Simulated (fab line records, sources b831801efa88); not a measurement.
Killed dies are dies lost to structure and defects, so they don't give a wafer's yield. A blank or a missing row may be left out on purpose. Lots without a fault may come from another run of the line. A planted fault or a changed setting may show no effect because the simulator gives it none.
One fault seen from 2 desks | flow gf180mcu | each desk has only its own numbers; what lay behind them comes last

THE TOOL OWNER'S DESK: cvd_w-02
The tool's own readings at GF_V4_CVD_23 (deposits W, target thk 350 nm, time 104.9 s): means of the sampled wafers that have a number, for each lot that ran on this tool. A lot is out of limits, marked OUT, if its mean lies more than 4 standard deviations from the usual mean; the brackets give that distance.
Columns: A = heater_power_w at GF_V4_CVD_23, usual 889 W
lot  | first seen here | A
L893 | day 25 00:09    | 941
L894 | day 25 09:34    | 910
L897 | day 26 13:14    | 914
L898 | day 26 23:59    | 911
L903 | day 28 11:03    | 922
L904 | day 28 20:02    | 896
L905 | day 28 21:53    | 948
L907 | day 29 12:29    | 1005
This desk's finding: nothing out of limits on any of the 8 lots.

THE METROLOGY DESK
What the gauges read, lot by lot, whatever tool the lot ran on: means of the sampled wafers that have a number. A lot is out of limits, marked OUT, if its mean lies more than 4 standard deviations from the usual mean; the brackets give that distance.
Columns: A = V1_BOW at GF_V1_BOW_MEAS_05, usual 81 um; B = V4_W_RS at GF_V4_RS_MEAS_24, usual 0.328 ohm/sq; C = V4_W_THK at GF_V4_THK_MEAS_25, usual 339 nm
lot  | first seen here | A  | B               | C
L893 | day 17 15:34    | 83 | 0.329           | 338
L894 | day 18 01:09    | 77 | 0.331           | 336
L895 | day 18 14:19    | 80 | 0.331           | 336
L897 | day 19 08:56    | 72 | 0.328           | 341
L898 | day 20 00:45    | 92 | 0.326           | 340
L903 | day 21 15:22    | 81 | 0.330           | 340
L904 | day 22 02:40    | 70 | 0.281 (-15) OUT | 340
L905 | day 22 05:22    | 76 | 0.233 (-31) OUT | 485 (+32) OUT
L906 | day 22 14:20    | 86 | 0.327           | 340
L907 | day 22 22:29    | 85 | 0.232 (-31) OUT | 489 (+33) OUT
L915 | day 25 13:59    | 82 | 0.326           | 341
This desk's finding: out of limits on L904, L905, L907; first on L904, day 28 20:10 (V4_W_RS at GF_V4_RS_MEAS_24). In limits: L893, L894, L895, L897, L898, L903, L906, L915.

PUT TOGETHER
The metrology desk could have raised an alarm at day 28 20:10, on L904, L905, L907.
The tool owner's desk saw nothing out of limits.
The tool owner's desk has L904, L905, L907 on record, within its limits.
Of the lots named, all ran GF_V4_CVD_23 on cvd_w-02.

WHAT THE SIMULATOR HAD PUT IN
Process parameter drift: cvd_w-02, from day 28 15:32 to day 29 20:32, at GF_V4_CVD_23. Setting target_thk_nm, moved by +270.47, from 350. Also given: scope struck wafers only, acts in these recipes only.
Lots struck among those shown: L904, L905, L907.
Hours from the fault's start to each desk's first reading out of limits: the metrology desk, 5.
